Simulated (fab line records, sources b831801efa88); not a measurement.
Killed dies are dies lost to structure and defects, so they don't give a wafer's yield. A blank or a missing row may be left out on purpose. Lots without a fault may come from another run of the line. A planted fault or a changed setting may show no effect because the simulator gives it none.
A struck lot beside a sound one | flow sky130 | 16 steps out of a route of 708
Sound: wafers L955.3, L955.4, L955.5. Struck: wafers L967.1, L967.5. (L967.3 of the same lot was not struck and is left out.) The cause comes at the end.
At each step with rows: each side's tool, then ch and its chambers, then its first start. Under that, the readings that differ: sound wafers | struck wafers | difference of the means | sigmas: that difference in standard deviations of wafers without a fault.
alike: readings whose means differ by less than 2 such deviations, and words and numbers that are the same on both sides. not compared: withheld readings, readings that some wafer has no value for, bounds like >300 that may hide the same value, and numbers for which the record gives no deviation and whose values overlap.
The two part at a step that has a row with sigmas, a row that says differs or no value, or rows on one side only. Numbers that don't overlap but have no deviation are shown without sigmas and don't part them. A reading that every wafer of one side lacks parts them only if that side has two wafers or more.

first, 8 steps without rows for these wafers: SKY_METAL2_DEHYDRATE_07 (time 60 s); SKY_METAL2_HMDS_08 (prime time 60 s); SKY_METAL2_COAT_09 (resist thk 60 nm); SKY_METAL2_COAT_10 (resist thk 450 nm); SKY_METAL2_SOFTBAKE_11 (time 90 s); SKY_METAL2_EXPOSE_12 (exposes mask MM2, target cd 140 nm); SKY_METAL2_PEB_13; SKY_METAL2_DEVELOP_14 (develop time 60 s).
SKY_METAL2_CD_MEAS_15: target cd 140 nm.
  sound on cd_sem-01, day 38 01:46; struck on cd_sem-02, day 41 19:46
  alike: cd_nm
SKY_METAL2_OVL_MEAS_16:
  sound on overlay-01, day 38 01:51; struck on overlay-02, day 41 19:53
  alike: METAL2_OVL
SKY_METAL2_DESCUM_17: chemistry O2, time 8 s.
  sound on rie_metal-04 ch 0,1, day 38 01:53; struck on rie_metal-04 ch 0, day 41 19:56
  alike: drypump_motor_current_A, oes_product_au
  not compared: rf_hours_counter_h
SKY_METAL2_ETCH_18: etches BARC in N2/H2, stops on SiO2, time 45.9 s, target depth 60 nm.
  sound on rie_metal-04 ch 0,1, day 38 01:56; struck on rie_metal-04 ch 0, day 41 19:58
  reading                | sound                | struck        | difference | sigmas
  throttle_valve_pct (%) | 13.213 13.205 13.223 | 13.238 13.233 | +0.022     | +2
  alike: bias_w, drypump_motor_current_A, oes_product_au, run_length_s
  not compared: rf_hours_counter_h
SKY_METAL2_METAL_ETCH_19: etches the open film in Cl2/BCl3, stops on SiO2, target depth 360 nm, time 78 s.
  sound on rie_metal-04 ch 0,1, day 38 02:00; struck on rie_metal-04 ch 0, day 41 20:01
  reading               | sound             | struck      | difference | sigmas
  bias_w (W)            | 48.49 48.75 48.68 | 48.39 48.32 | -0.28      | -2
  oes_product_au (a.u.) | 0.856 0.853 0.854 | 0.817 0.826 | -0.033     | -6
  run_length_s (s)      | 106.3 106.7 106.2 | 111.9 112.0 | +5.5       | +8
  alike: drypump_motor_current_A, mfc_cl2_sccm, throttle_valve_pct
  not compared: rf_hours_counter_h
SKY_METAL2_STRIP_20: strips in O2/N2.
  sound on plasma_asher-03 ch 0,1, day 38 02:06; struck on plasma_asher-03 ch 0,1, day 41 20:07
  reading                      | sound          | struck    | difference | sigmas
  strip_time_to_endpoint_s (s) | 2.67 2.67 2.70 | 2.53 2.55 | -0.14      | -4
  alike: drypump_motor_current_A, oes_product_au
  not compared: rf_hours_counter_h
then, 1 step without rows for these wafers: SKY_METAL2_STRIP_21 (strips in post etch residue remover, time 1200 s).
-- the record jumps here: 9 days lie between the struck wafers' starts before and after (it left off in module METAL2 and takes up again in module PAD_OPEN, whose first step shown is number 708 of the route) --
SKY_PAD_OPEN_PROBE_99:
  sound on prober-01, day 48 00:01; struck on prober-02, day 50 19:28
  alike: defect_limited_yield, killed_at_M0_to_M3, killed_at_M4_up, killed_at_contacts, killed_at_front_end, killed_at_other, killed_dies, killed_open, killed_short, sort_bin_3_pad_short, sort_bin_5_function, sort_bin_6_memory, sort_n_pass, sort_yield_pct

WHERE THEY PART
First at SKY_METAL2_ETCH_18; last, within this record, at SKY_METAL2_STRIP_20. Later steps at which nothing parts them and some readings are alike: SKY_PAD_OPEN_PROBE_99.

WHY: what the simulator had put in
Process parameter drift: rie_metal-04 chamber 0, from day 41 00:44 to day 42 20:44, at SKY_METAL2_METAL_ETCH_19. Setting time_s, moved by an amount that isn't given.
